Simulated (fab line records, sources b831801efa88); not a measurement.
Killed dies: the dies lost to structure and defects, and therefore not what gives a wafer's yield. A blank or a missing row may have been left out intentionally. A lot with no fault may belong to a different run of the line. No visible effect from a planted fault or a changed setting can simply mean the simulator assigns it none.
fab line records | flow sky130
[record] lots = 13 wafers = 37 last-day = 50
route steps=708 shown LDD_HVN@277 LI_CONTACT@382 LOCAL_INTERCONNECT@399 PAD_OPEN@708
lots that met no fault: from a run of the same line without faults
start-h: start of the lot's first displayed wafer, in hours after the record's first day | wait-h: time in hours since the lot's previous step | " the same as in the row above | L1.1+2: one row covering several wafers at once | - no value, or no start given | * or withheld: withheld | < > ~ a bound
route shown NAME@n: a module of which the file shows steps, and the number in the route of the first | usual: mean/standard deviation taken from wafers without a fault | same: alike in all rows | chamber/n: place in a boat | sites: readings site by site | _std_site: the values' standard deviation | _edge_site: inner sites' mean taken away from outer sites' mean | radius-mm: for every site, how far away it sits from the centre of the wafer | mask NAME#n: copy n | behind: the most recent tool/chamber to have shaped the wafer | hold: why the lot went on hold/how many hours it stayed there/how the hold came to an end | device: the transistor (n, p or np) that didn't switch | end of line: at the end of the route, the tests of the same wafers | where a step has no rows: the recipe by itself | killed: dies that structure and defects cost at the first sort, which is not the same as the wafer's yield | map: dies across one wafer; x = killed, . = not, _ = none there
set.NAME: the setting the step ran with; set.NAME@STEP: the setting that earlier step ran with | model.NAME: the simulator's own value behind a step, which no gauge read
route steps across a sampled set of lots; one table per step, one row per wafer
services: a tool's chamber out of use, with start hour (start-h, from the record's first day; less than 0 if before it), hours out, and reason
[[steps]]
[step SKY_LDD_HVN_TW_MEAS_10]
[usual] LDD_HVN_TW = 1426/6.1
// columns lot.wafer tool chamber start-h wait-h LDD_HVN_TW
L405.2 film-metro-02 - 472.28 0.1 1414
L405.3 " - " " 1426
L405.5 " - " " 1420
L406.1 film-metro-01 - 480.98 0.1 1427
L406.3 " - " " 1438
L406.5 " - " " 1427
L407.3 film-metro-01 - 506.99 0.1 1427
L407.4 " - " " 1430
L407.6 " - " " 1438
L414.1 film-metro-04 - 550.87 0.1 1431
L414.6 " - " " 1430
L415.1 film-metro-04 - 563.17 0.1 1429
L415.2 " - " " 1424
L418.1 film-metro-01 - 586.45 0.1 1429
L418.3 " - " " 1428
L418.5 " - " " 1427
L419.1 film-metro-01 - 601.05 0.1 1429
L419.2 " - " " 1418
L419.4 " - " " 1426
L420.1 film-metro-01 - 611.35 0.1 1421
L420.3 " - " " 1412
L420.4 " - " " 1423
L422.2 film-metro-02 - 630.01 0.1 1418
L422.3 " - " " 1416
L422.4 " - " " 1429
L423.1 film-metro-02 - 633.15 0.1 1418
L423.2 " - " " 1415
L423.5 " - " " 1420
L424.1 film-metro-01 - 642.22 0.1 1421
L424.3 " - " " 1425
L424.5 " - " " 1431
L426.2 film-metro-04 - 657.66 0.1 1436
L426.3 " - " " 1418
L426.5 " - " " 1420
L427.4 film-metro-02 - 660.10 0.1 1427
L427.5 " - " " 1428
L427.6 " - " " 1428
[step SKY_LI_CONTACT_SPUTTER_20]
[recipe] material = TiN target-thk-nm = 20 chamber-pressure-pa = 5 power-w = 4000 time-s = 80
[usual] chamber-pressure-pa = 4.999/0.01 throttle-valve-pct = 30.3/0.88
// columns lot.wafer tool chamber start-h wait-h chamber-pressure-pa throttle-valve-pct
L405.2 pvd-sputter-01 - 683.43 0.0 5.004 31.3
L405.3 " - " " 4.982 29.6
L405.5 " - " " 4.994 31.4
L406.1 pvd-sputter-02 - 690.21 0.0 5.000 28.7
L406.3 " - " " 5.009 30.4
L406.5 " - " " 5.004 29.8
L407.3 pvd-sputter-01 - 714.64 0.0 4.991 31.3
L407.4 " - " " 4.979 30.5
L407.6 " - " " 4.997 29.8
L414.1 pvd-sputter-01 - 756.83 0.0 4.996 30.0
L414.6 " - " " 4.993 30.4
L415.1 pvd-sputter-01 - 765.19 0.0 5.004 31.4
L415.2 " - " " 4.983 30.1
L418.1 pvd-sputter-01 - 786.47 0.0 4.979 30.4
L418.3 " - " " 5.018 30.0
L418.5 " - " " 4.994 31.3
L419.1 pvd-sputter-01 - 798.80 0.0 4.977 30.1
L419.2 " - " " 5.008 30.0
L419.4 " - " " 4.989 31.4
L420.1 pvd-sputter-01 - 808.47 0.0 4.995 30.0
L420.3 " - " " 4.987 31.3
L420.4 " - " " 4.993 30.1
L422.2 pvd-sputter-01 - 827.58 0.0 4.995 30.3
L422.3 " - " " 5.002 31.4
L422.4 " - " " 5.011 30.6
L423.1 pvd-sputter-02 - 832.47 0.0 4.989 28.3
L423.2 " - " " 5.021 29.8
L423.5 " - " " 5.000 30.5
L424.1 pvd-sputter-01 - 838.17 0.0 4.991 31.3
L424.3 " - " " 5.010 29.9
L424.5 " - " " 5.024 30.4
L426.2 pvd-sputter-02 - 851.17 0.0 4.996 29.6
L426.3 " - " " 4.992 30.6
L426.5 " - " " 4.988 29.6
L427.4 pvd-sputter-02 - 855.08 0.0 5.008 28.2
L427.5 " - " " 4.999 28.5
L427.6 " - " " 5.000 30.9
[step SKY_LI_CONTACT_CVD_21]
[recipe] material = W target-thk-nm = 400 time-s = 120.56 temp-c = 400 pressure-torr = 40
[usual] heater-power-outer-w = 497/46 heater-power-w = 837/31
// columns lot.wafer tool chamber start-h wait-h heater-power-outer-w heater-power-w
L405.2 cvd-w-02 1 683.49 0.0 580 874
L405.3 " 0 " " 454 788
L405.5 " 1 " " 578 870
L406.1 cvd-w-02 1 690.27 0.0 576 879
L406.3 " 1 " " 568 863
L406.5 " 0 " " 440 786
L407.3 cvd-w-01 1 714.75 0.1 511 838
L407.4 " 0 " " 457 812
L407.6 " 1 " " 520 871
L414.1 cvd-w-01 0 756.89 0.0 461 844
L414.6 " 0 " " 470 841
L415.1 cvd-w-01 0 765.25 0.0 472 830
L415.2 " 0 " " 467 827
L418.1 cvd-w-02 1 786.53 0.0 588 883
L418.3 " 0 " " 461 805
L418.5 " 1 " " 571 878
L419.1 cvd-w-02 0 798.87 0.0 448 807
L419.2 " 1 " " 561 878
L419.4 " 1 " " 582 875
L420.1 cvd-w-02 0 808.53 0.0 461 778
L420.3 " 0 " " 459 783
L420.4 " 1 " " 568 864
L422.2 cvd-w-02 1 827.64 0.0 582 867
L422.3 " 0 " " 456 802
L422.4 " 1 " " 580 895
L423.1 cvd-w-02 1 832.53 0.0 547 879
L423.2 " 0 " " 462 796
L423.5 " 1 " " 575 869
L424.1 cvd-w-01 0 838.23 0.0 470 813
L424.3 " 0 " " 469 841
L424.5 " 0 " " 468 844
L426.2 cvd-w-02 1 851.23 0.0 577 868
L426.3 " 0 " " 458 807
L426.5 " 1 " " 556 875
L427.4 cvd-w-01 0 855.18 0.1 454 832
L427.5 " 1 " " 519 866
L427.6 " 0 " " 470 838
[step SKY_LI_CONTACT_RS_MEAS_22]
[recipe] thk-meas-gauge = four-point-probe reads = W_of_LI_CONTACT_CVD_21+TiN_of_LI_CONTACT_SPUTTER_20+Ti_of_LI_CONTACT_SPUTTER_19
[usual] LI_CONTACT_W_RS = 0.283/0.0049
// columns lot.wafer tool chamber start-h wait-h LI_CONTACT_W_RS[ohm/sq]
L405.2 film-metro-04 - 683.63 0.1 0.281
L405.3 " - " " 0.291
L405.5 " - " " 0.284
L406.1 film-metro-01 - 690.40 0.1 0.286
L406.3 " - " " 0.284
L406.5 " - " " 0.291
L407.3 film-metro-04 - 714.87 0.1 0.283
L407.4 " - " " 0.277
L407.6 " - " " 0.287
L414.1 film-metro-04 - 757.02 0.1 0.256
L414.6 " - " " 0.276
L415.1 film-metro-01 - 765.50 0.2 0.262
L415.2 " - " " 0.280
L418.1 film-metro-01 - 786.65 0.1 0.282
L418.3 " - " " 0.286
L418.5 " - " " 0.285
L419.1 film-metro-01 - 799.00 0.1 0.289
L419.2 " - " " 0.282
L419.4 " - " " 0.284
L420.1 film-metro-01 - 808.66 0.1 0.290
L420.3 " - " " 0.291
L420.4 " - " " 0.289
L422.2 film-metro-02 - 827.79 0.1 0.285
L422.3 " - " " 0.292
L422.4 " - " " 0.285
L423.1 film-metro-01 - 832.65 0.1 0.285
L423.2 " - " " 0.292
L423.5 " - " " 0.287
L424.1 film-metro-04 - 838.48 0.2 0.280
L424.3 " - " " 0.278
L424.5 " - " " 0.277
L426.2 film-metro-01 - 851.38 0.1 0.284
L426.3 " - " " 0.289
L426.5 " - " " 0.287
L427.4 film-metro-02 - 855.32 0.1 0.281
L427.5 " - " " 0.282
L427.6 " - " " 0.279
[step SKY_LI_CONTACT_THK_MEAS_23]
[recipe] thk-meas-gauge = xrf reads = W_of_LI_CONTACT_CVD_21
[usual] LI_CONTACT_W_THK = 408/7.5
// columns lot.wafer tool chamber start-h wait-h LI_CONTACT_W_THK[nm]
L405.2 film-metro-04 - 683.74 0.1 409
L405.3 " - " " 394
L405.5 " - " " 404
L406.1 film-metro-01 - 690.52 0.1 408
L406.3 " - " " 413
L406.5 " - " " 400
L407.3 film-metro-04 - 714.97 0.1 407
L407.4 " - " " 413
L407.6 " - " " 398
L414.1 film-metro-04 - 757.14 0.1 454
L414.6 " - " " 419
L415.1 film-metro-01 - 765.62 0.1 444
L415.2 " - " " 414
L418.1 film-metro-01 - 786.77 0.1 409
L418.3 " - " " 409
L418.5 " - " " 408
L419.1 film-metro-01 - 799.12 0.1 401
L419.2 " - " " 408
L419.4 " - " " 407
L420.1 film-metro-01 - 808.78 0.1 399
L420.3 " - " " 396
L420.4 " - " " 402
L422.2 film-metro-02 - 827.90 0.1 402
L422.3 " - " " 391
L422.4 " - " " 402
L423.1 film-metro-01 - 832.77 0.1 411
L423.2 " - " " 402
L423.5 " - " " 405
L424.1 film-metro-04 - 838.60 0.1 409
L424.3 " - " " 412
L424.5 " - " " 413
L426.2 film-metro-01 - 851.49 0.1 402
L426.3 " - " " 397
L426.5 " - " " 398
L427.4 film-metro-02 - 855.41 0.1 411
L427.5 " - " " 409
L427.6 " - " " 410
[step SKY_LOCAL_INTERCONNECT_OVL_MEAS_12]
[usual] LOCAL_INTERCONNECT_OVL = 2/6
// columns lot.wafer tool chamber start-h wait-h LOCAL_INTERCONNECT_OVL[nm]
L405.2 overlay-01 - 711.86 0.1 -1
L405.3 " - " " 2
L405.5 " - " " 3
L406.1 overlay-02 - 719.09 0.1 6
L406.3 " - " " 8
L406.5 " - " " 13
L407.3 overlay-01 - 743.41 0.1 1
L407.4 " - " " 4
L407.6 " - " " 2
L414.1 overlay-01 - 784.00 0.1 6
L414.6 " - " " 5
L415.1 overlay-02 - 792.30 0.1 8
L415.2 " - " " 4
L418.1 overlay-01 - 813.71 0.1 -2
L418.3 " - " " -6
L418.5 " - " " -6
L419.1 overlay-01 - 826.19 0.1 0
L419.2 " - " " -4
L419.4 " - " " 9
L420.1 overlay-02 - 836.25 0.1 9
L420.3 " - " " 6
L420.4 " - " " 10
L422.2 overlay-01 - 855.09 0.1 2
L422.3 " - " " 0
L422.4 " - " " 1
L423.1 overlay-01 - 859.48 0.1 3
L423.2 " - " " 7
L423.5 " - " " 8
L424.1 overlay-02 - 864.74 0.1 7
L424.3 " - " " 8
L424.5 " - " " 8
L426.2 overlay-02 - 877.69 0.1 -7
L426.3 " - " " 0
L426.5 " - " " -8
L427.4 overlay-01 - 881.85 0.1 -4
L427.5 " - " " -11
L427.6 " - " " -1
[step SKY_PAD_OPEN_PROBE_99]
[usual] killed_at_M0_to_M3 = 44/7.5 killed_at_M4_up = 3.2/1.9 killed-at-contacts = 23/4.7 killed-at-front-end = 15/4.7 killed-at-other = 0.4/0.66 killed-dies = 87/9.3 killed-open = 47/7.2 killed-short = 39/6.5
[same] gross-dies = 492 killed-at-back-side = 0
// columns lot.wafer tool chamber start-h wait-h killed_at_M0_to_M3 killed_at_M4_up killed-at-contacts killed-at-front-end killed-at-other killed-dies killed-open killed-short
L407.3 prober-01 - 1107.07 0.2 42 7 18 10 1 78 43 35
L407.4 prober-01 - 1107.12 0.2 43 7 36 14 0 100 49 51
L407.6 prober-01 - 1107.22 0.2 40 4 22 10 0 76 39 37
L415.1 prober-01 - 1144.76 0.1 42 1 27 9 1 80 44 36
L415.2 prober-01 - 1144.81 0.1 51 1 20 15 0 87 52 35
// killed by level:class
L407.3 VIA1:geometric-particle:open=12 CONTACT:geometric-particle:open=6 VIA3:geometric-particle:open=6 LI_CONTACT:geometric-particle:open=4 VIA1:geometric-particle:short=4 VIA2:geometric-particle:open=4 CONTACT:geometric-particle:short=3 LI_CONTACT:geometric-particle:short=3
L407.4 CONTACT:geometric-particle:open=16 VIA1:geometric-particle:short=10 LI_CONTACT:geometric-particle:open=8 VIA1:geometric-particle:open=6 METAL4:geometric-particle:short=6 POLY_GATE:geometric-particle:short=5 LOCAL_INTERCONNECT:geometric-particle:short=5 METAL1:geometric-particle:short=5
L407.6 VIA1:geometric-particle:open=9 LI_CONTACT:geometric-particle:open=8 VIA1:geometric-particle:short=7 CONTACT:geometric-particle:open=6 METAL1:geometric-particle:short=5 VIA2:geometric-particle:open=5 LI_CONTACT:geometric-particle:short=4 CONTACT:geometric-particle:short=4
L415.1 CONTACT:geometric-particle:open=10 VIA2:geometric-particle:open=10 VIA1:geometric-particle:open=9 LI_CONTACT:geometric-particle:open=7 LOCAL_INTERCONNECT:geometric-particle:short=6 METAL2:geometric-particle:short=5 VIA1:geometric-particle:short=4 METAL3:geometric-particle:short=3
L415.2 VIA2:geometric-particle:open=13 VIA1:geometric-particle:open=9 METAL1:geometric-particle:short=7 CONTACT:geometric-particle:open=7 LI_CONTACT:geometric-particle:open=6 VIA3:geometric-particle:open=6 FIELD_ISO:geometric-particle:short=5 FIELD_ISO:geometric-particle:open=4
[[services]]
// columns tool chamber start-h hours kind
cvd-w-01 - 663.08 2.8 pm
cvd-w-01 0 701.19 10.5 repair
cvd-w-02 - 713.51 1.3 repair
pvd-sputter-02 - 715.47 8.5 repair
pvd-sputter-02 - 723.69 3.4 repair
pvd-sputter-01 - 743.02 11.9 repair
cvd-w-01 0 743.85 3.1 repair
pvd-sputter-02 - 744.96 7.3 repair
cvd-w-01 1 762.04 6.2 repair
pvd-sputter-02 - 765.90 1.8 repair
cvd-w-02 - 791.30 0.9 repair
cvd-w-02 - 792.53 2.8 pm
cvd-w-01 0 799.63 3.3 repair
cvd-w-01 1 836.44 3.2 repair
cvd-w-01 1 847.25 5.1 repair
[[key]]
[first-sign] step = SKY_LI_CONTACT_RS_MEAS_22 reading = LI_CONTACT_W_RS direction = down sigmas = 5 usual = 0.283 struck = 0.259
[effect] step = SKY_LI_CONTACT_THK_MEAS_23 reading = LI_CONTACT_W_THK direction = up sigmas = 5.5 usual = 408 struck = 449
met-at SKY_LI_CONTACT_CVD_21
struck-lots L414,L415
struck-wafers L414.1,L415.1
tester-left-out L414,L415
not-acting-at SKY_LDD_HVN_TW_MEAS_10,SKY_LI_CONTACT_SPUTTER_20,SKY_LOCAL_INTERCONNECT_OVL_MEAS_12
onset-between 714.75 756.89
[fault] kind = process-parameter-drift tool = cvd-w-01 chamber = - onset-h = 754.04 steps = SKY_LI_CONTACT_CVD_21 channel = target-thk-nm offset = 26.142 shape = step end-h = 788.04 scope = struck-wafers-only acts-in = these-recipes-only stated = 400
// tester-left-out: of these lots the tester's yield and bins aren't shown, on N5 and GAA mostly nor the transistor test; their killed dies are dies lost to structure and defects alone, not to doping, threshold or leakage, so they don't give the yield
